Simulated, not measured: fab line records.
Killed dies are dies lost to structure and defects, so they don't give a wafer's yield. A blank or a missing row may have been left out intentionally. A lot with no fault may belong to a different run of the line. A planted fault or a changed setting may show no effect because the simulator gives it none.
Chamber matching    flow sky130    4 sister chambers for SKY_FIELD_ISO_ETCH_15 on rie_diel-03
The step etches the open film in CHF3/O2, stops on Si, target depth 180 nm, time 72 s. 16 wafers are shown with their chamber, then 8 later ones without.

== WAFERS PAIRED WITH THEIR CHAMBERS ==
wafer   chamber  drypump_motor_current_A (A)  throttle_valve_pct (%)  oes_product_au (a.u.)
L079.4  2        6.1                          8.846                   0.946
L079.5  0        5.2                          8.850                   0.950
L079.6  3        5.4                          8.851                   0.950
L080.3  3        5.4                          8.858                   0.943
L080.5  3        5.3                          8.852                   0.949
L080.6  0        5.2                          8.857                   0.940
L083.2  2        6.1                          8.853                   0.963
L083.3  1        5.8                          8.842                   0.958
L083.4  0        5.2                          8.854                   0.954
L086.2  1        5.8                          8.846                   0.944
L086.4  2        6.1                          8.829                   0.945
L086.6  3        5.4                          8.845                   0.945
L088.3  1        5.8                          8.842                   0.931
L088.5  0        5.2                          8.846                   0.937
L088.6  1        5.8                          8.848                   0.946
L090.2  0        5.2                          8.833                   0.949

SIGNATURES (means of the wafers above)
reading                  chamber 0  chamber 1  chamber 2  chamber 3  scatter within a chamber
drypump_motor_current_A  5.200      5.800      6.100      5.375      0.025
throttle_valve_pct       8.84800    8.84450    8.84267    8.85150    0.00799
oes_product_au           0.94600    0.94475    0.95133    0.94675    0.00822
Rule: a wafer lies at a distance from a chamber equal to the root of the sum of squares, over the readings, of (its reading less the chamber's mean, divided by the reading's scatter). If the next closest chamber is less than 2 further off than the closest, the wafer can't be placed; otherwise it belongs to the closest. The scatter: the root of (the sum of the squares of (reading less its chamber's mean) over the shown wafers, divided by (wafers less chambers)).

== WAFERS WITH NO CHAMBER GIVEN ==
wafer   drypump_motor_current_A (A)  throttle_valve_pct (%)  oes_product_au (a.u.)
L090.4  6.1                          8.839                   0.962
L090.5  5.4                          8.866                   0.959
L094.1  5.8                          8.843                   0.938
L094.2  5.4                          8.833                   0.945
L094.3  6.1                          8.847                   0.946
L095.1  5.2                          8.842                   0.950
L095.4  6.1                          8.859                   0.947
L095.6  5.4                          8.838                   0.940

== CHAMBER TAKEN BY EACH ==
wafer   from the rows above  in truth
L090.4  2                    2
L090.5  3                    3
L094.1  1                    1
L094.2  3                    3
L094.3  2                    2
L095.1  0                    0
L095.4  2                    2
L095.6  3                    3
Placed correctly: 8 of 8. Number that these rows cannot place: 0. Wrongly placed: 0.
